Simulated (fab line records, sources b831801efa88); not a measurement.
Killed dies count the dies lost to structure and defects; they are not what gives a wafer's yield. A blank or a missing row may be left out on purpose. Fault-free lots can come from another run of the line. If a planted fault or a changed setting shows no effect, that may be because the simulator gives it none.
Which tool was responsible? ; flow gf180mcu ; 7 lots with 21 wafers sampled at 2 steps, on a route of 602 steps

WHAT EACH GAUGE READ, for each wafer
GF_STI_THK_MEAS_30.
lot;measured;on;STI_OXIDATION_02_THK (nm)
L498;day 3 01:26;filmMetro-03;9.74 9.74 9.63
L500;day 3 11:05;filmMetro-04;15.63 15.53 15.63
L507;day 4 23:04;filmMetro-03;9.60 9.72 9.71
L512;day 6 02:55;filmMetro-04;9.60 9.64 9.66
L514;day 6 12:32;filmMetro-04;10.23 10.31 9.98
L516;day 6 18:11;filmMetro-02;9.73 10.03 9.92
L518;day 7 03:21;filmMetro-04;9.94 9.91 10.02

TOOL THAT RAN EACH LOT (tool first, then ch and the chambers of the sampled wafers, then the start)
lot;GF_STI_OXIDATION_29
L498;furnace-02 ch 0, day 3 00:02
L500;furnace-02 ch 0, day 3 09:41
L507;furnace-01 ch 0, day 4 21:40
L512;furnace-01 ch 0, day 6 01:31
L514;furnace-02 ch 0, day 6 11:08
L516;furnace-01 ch 0, day 6 16:47
L518;furnace-02 ch 0, day 7 01:57
- GF_STI_OXIDATION_29: stabilise 600 s, purge 300 s, target thk 10 nm.

THE ANSWER, worked out from the rows above alone
Rule: what is usual is taken from the lots themselves. Put in order of their means at a reading, lots are off if they are a third of the lots or fewer, leave a main group of 4 or more, and stand apart from it by a gap of 3 or more times the standard deviation of the main group's means; of several such gaps the widest counts. A main group whose means are all the same, to the digits that the tables above print for the reading, isn't used. A lot without any number at a reading at which 4 lots or more have one is off too. All remaining lots with rows at the step are treated as sound.
Off: at GF_STI_THK_MEAS_30 (STI_OXIDATION_02_THK), L500. Main group: mean 9.84 nm, sd 0.19.
If a tool, at a process step before that reading, ran all the lots that are off and no sound lot after the first of them, it fits. The gauges at GF_STI_THK_MEAS_30 are tried like those tools. No candidate that was tried fits.

WHAT THE SIMULATOR HAD INSERTED
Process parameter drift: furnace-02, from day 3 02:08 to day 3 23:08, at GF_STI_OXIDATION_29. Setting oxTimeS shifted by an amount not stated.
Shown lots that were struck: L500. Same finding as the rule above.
